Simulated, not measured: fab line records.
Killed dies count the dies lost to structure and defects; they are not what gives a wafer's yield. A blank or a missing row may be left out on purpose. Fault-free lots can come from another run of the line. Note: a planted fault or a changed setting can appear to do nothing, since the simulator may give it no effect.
The tool behind it: which one? / flow gf180mcu / 12 lots, 36 wafers sampled, at 2 steps of a route of 602

== WHAT EACH GAUGE READ, for each wafer ==
GF_V3_CD_MEAS_14: the cd target is 260 nm.
lot=L076; measured=day 23 00:16; on=cdSem-02; cdNm (nm)=259.5 258.8 258.7
lot=L077; measured=day 23 21:02; on=cdSem-02; cdNm (nm)=259.6 259.1 259.1
lot=L079; measured=day 24 14:31; on=cdSem-01; cdNm (nm)=259.9 260.5 260.2
lot=L080; measured=day 25 03:50; on=cdSem-02; cdNm (nm)=258.9 260.2 258.5
lot=L083; measured=day 25 20:16; on=cdSem-01; cdNm (nm)=261.3 261.0 262.6
lot=L085; measured=day 26 13:10; on=cdSem-02; cdNm (nm)=261.0 261.7 260.7
lot=L087; measured=day 26 23:11; on=cdSem-02; cdNm (nm)=258.0 257.9 258.7
lot=L089; measured=day 27 11:43; on=cdSem-02; cdNm (nm)=260.4 260.4 260.9
lot=L091; measured=day 28 06:14; on=cdSem-02; cdNm (nm)=261.0 260.7 260.0
lot=L093; measured=day 28 11:31; on=cdSem-02; cdNm (nm)=259.1 257.9 258.7
lot=L095; measured=day 29 00:13; on=cdSem-02; cdNm (nm)=257.7 259.1 257.8
lot=L097; measured=day 29 15:38; on=cdSem-02; cdNm (nm)=259.0 259.6 258.4

== EACH LOT AND THE TOOL THAT RAN IT (in order: tool; ch and the chambers of the sampled wafers; start) ==
lot=L076; GF_CONTACT_ETCH_16=rieDiel-04 ch 1,3, day 16 17:21
lot=L077; GF_CONTACT_ETCH_16=rieDiel-03 ch 0,1,3, day 17 12:26
lot=L079; GF_CONTACT_ETCH_16=rieDiel-02 ch 0,1,2, day 18 09:45
lot=L080; GF_CONTACT_ETCH_16=rieDiel-04 ch 0,2,3, day 18 22:00
lot=L083; GF_CONTACT_ETCH_16=rieDiel-04 ch 0,2,3, day 19 17:41
lot=L085; GF_CONTACT_ETCH_16=rieDiel-04 ch 0,1, day 20 11:45
lot=L087; GF_CONTACT_ETCH_16=rieDiel-04 ch 0,2,3, day 21 00:54
lot=L089; GF_CONTACT_ETCH_16=rieDiel-04 ch 1,3, day 21 17:15
lot=L091; GF_CONTACT_ETCH_16=rieDiel-04 ch 1,2, day 22 11:05
lot=L093; GF_CONTACT_ETCH_16=rieDiel-02 ch 0,1,3, day 22 20:00
lot=L095; GF_CONTACT_ETCH_16=rieDiel-02 ch 0,2, day 23 11:08
lot=L097; GF_CONTACT_ETCH_16=rieDiel-03 ch 0,2,3, day 24 05:00
- GF_CONTACT_ETCH_16: etches BARC in N2/H2.

== THE ANSWER, worked out from the rows above alone ==
Rule: usual is defined by the lots themselves. Put in order of their means at a reading, lots are off if they are a third of the lots or fewer, leave a main group of 4 or more, and stand apart from it by a gap of 3 or more times the standard deviation of the main group's means; of several such gaps the widest counts. A main group is skipped when, at the precision printed for the reading in the tables above, its means are all equal. A lot without any number at a reading at which 4 lots or more have one is off too. Where the step has rows for the other lots, those lots are counted as sound.
Nothing can be told from this: no lot is off at any reading shown.

== WHAT HAD BEEN PUT IN BY THE SIMULATOR ==
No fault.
